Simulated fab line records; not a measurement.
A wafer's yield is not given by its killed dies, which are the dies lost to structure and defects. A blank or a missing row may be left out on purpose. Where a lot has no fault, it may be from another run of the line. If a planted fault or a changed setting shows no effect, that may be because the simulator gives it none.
2 desks, one fault	flow sky130	numbers are kept per desk, each desk with only its own; the story behind them comes last

## DESK OF THE TOOL OWNER: litho-track-03
The tool's own readings at SKY_SD_N_DEVELOP_06 (develop time 60 s): means of the sampled wafers that have a number, for each lot that ran on this tool. The brackets show how far a lot's mean lies from the usual mean; more than 4 standard deviations puts the lot out of limits, marked OUT.
Columns: A = developer-temp-C at SKY_SD_N_DEVELOP_06, usual 23.00 C
lot	first seen here	A
L834	day 28 15:37	22.97
L841	day 31 09:34	23.01
L844	day 32 11:55	20.81 (-20) OUT
L845	day 32 14:41	20.79 (-20) OUT
This desk finds L844, L845 out of limits, L844 being first, at day 32 11:55 (developer-temp-C at SKY_SD_N_DEVELOP_06). L834, L841: within limits.

## THE METROLOGY DESK
What the gauges read, lot by lot, whatever tool the lot ran on: means of the sampled wafers that have a number. The brackets show how far a lot's mean lies from the usual mean; more than 4 standard deviations puts the lot out of limits, marked OUT.
Columns: A = PWDE_TW at SKY_PWDE_TW_MEAS_10, usual 373.8
lot	first seen here	A
L831	day 3 21:34	370.8
L832	day 4 01:32	371.0
L833	day 4 07:43	374.4
L834	day 4 11:46	375.3
L835	day 4 23:10	373.3
L841	day 6 03:10	371.7
L844	day 6 20:27	377.1
L845	day 7 01:40	372.6
L847	day 7 11:46	377.6
L848	day 7 18:44	378.8
L849	day 8 00:55	376.6
L851	day 8 11:06	376.4
L854	day 9 05:42	369.9
This desk's finding: nothing out of limits on any of the 13 lots.

## PUT TOGETHER
On L844, L845, at day 32 11:55, an alarm was possible from the tool owner's desk.
The metrology desk saw nothing out of limits.
The metrology desk has L844, L845 on record, within its limits.
Of the lots named, all ran SKY_SD_N_DEVELOP_06 on litho-track-03.

## WHAT THE SIMULATOR HAD PUT IN
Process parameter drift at SKY_SD_N_DEVELOP_06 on litho-track-03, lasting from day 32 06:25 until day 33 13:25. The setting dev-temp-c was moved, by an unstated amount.
Shown lots that were struck: L844, L845.
How many hours passed from the start of the fault until each desk's first out-of-limits reading: the tool owner's desk, 6.
